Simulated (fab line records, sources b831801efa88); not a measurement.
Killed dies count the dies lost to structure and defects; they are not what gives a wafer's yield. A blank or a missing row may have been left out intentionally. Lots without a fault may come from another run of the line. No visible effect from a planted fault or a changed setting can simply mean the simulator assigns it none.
Which of the tools did it? -- flow sky130 -- 12 lots with 36 wafers sampled at 2 steps, on a route of 708 steps

WHAT THE GAUGES SHOWED, per wafer
SKY_SONOS_TUNNEL_CD_MEAS_07: the cd target is 410 nm.
lot,measured,on,cdNm (nm)
L845,day 12 03:18,cdSem-02,405.6 408.2 411.2
L846,day 12 15:06,cdSem-02,407.0 406.2 410.3
L847,day 12 18:49,cdSem-02,407.5 410.1 410.1
L848,day 13 10:06,cdSem-01,411.0 409.4 410.8
L850,day 13 13:17,cdSem-02,410.5 409.6 410.7
L851,day 14 00:38,cdSem-02,409.2 409.8 410.9
L852,day 14 12:01,cdSem-02,408.1 406.8 406.1
L853,day 14 23:00,cdSem-01,405.5 404.3 404.0
L857,day 16 01:27,cdSem-02,410.4 410.4 410.5
L861,day 17 13:25,cdSem-01,406.0 405.9 406.4
L865,day 18 14:23,cdSem-02,408.4 407.9 408.4
L866,day 19 01:47,cdSem-02,410.9 409.1 409.2

SKY_POLY_GATE_CD_MEAS_13: the cd target is 150 nm.
lot,measured,on,cdNm (nm)
L845,day 17 06:56,cdSem-02,151.9 150.9 150.1
L846,day 17 17:53,cdSem-02,149.8 148.9 150.0
L847,day 17 20:36,cdSem-01,149.7 150.4 150.7
L848,day 18 13:56,cdSem-01,149.9 150.2 149.2
L850,day 19 01:35,cdSem-01,151.6 152.6 151.7
L851,day 19 11:35,cdSem-01,149.7 150.8 150.5
L852,day 19 21:26,cdSem-02,151.8 152.4 151.7
L853,day 20 13:33,cdSem-02,148.5 148.5 149.2
L857,day 21 17:30,cdSem-02,150.4 150.7 151.0
L861,day 23 06:19,cdSem-01,152.5 151.4 152.6
L865,day 24 05:08,cdSem-02,151.9 150.4 151.2
L866,day 24 20:34,cdSem-02,147.0 146.7 148.2

EACH LOT AND THE TOOL THAT RAN IT (in order: tool; ch and the chambers of the sampled wafers; start)
Record: no process step prior to these readings.

AS READ BY THE TOOLS THEMSELVES (means over the sampled wafers that have a number; for cases with no such wafer, the mark the record gives instead)
The record holds no such reading with a usual standard deviation.

THE ANSWER, worked out from the rows above alone
Rule: the usual values come from the lots themselves. The widest of any qualifying gaps counts: lots, ordered by their means at a reading, are off when they make up no more than a third of the lots, leave a main group of 4 or more, and stand apart from it by 3 or more times the standard deviation of that group's means. The tables above print the reading to a certain number of digits; a main group whose means all agree to those digits is not used. Also off: a lot with no number at a reading for which 4 or more lots have one. All remaining lots with rows at the step are treated as sound. After the gauges, taken in route order, come the tools' own readings; for these a lot's mean is taken, as printed above. At the first step where some lot is off, the reading lying furthest off is the one used; lots without a number count as furthest.
No lot is off on any of the readings shown, so nothing can be concluded from this.

WHAT THE SIMULATOR HAD INSERTED
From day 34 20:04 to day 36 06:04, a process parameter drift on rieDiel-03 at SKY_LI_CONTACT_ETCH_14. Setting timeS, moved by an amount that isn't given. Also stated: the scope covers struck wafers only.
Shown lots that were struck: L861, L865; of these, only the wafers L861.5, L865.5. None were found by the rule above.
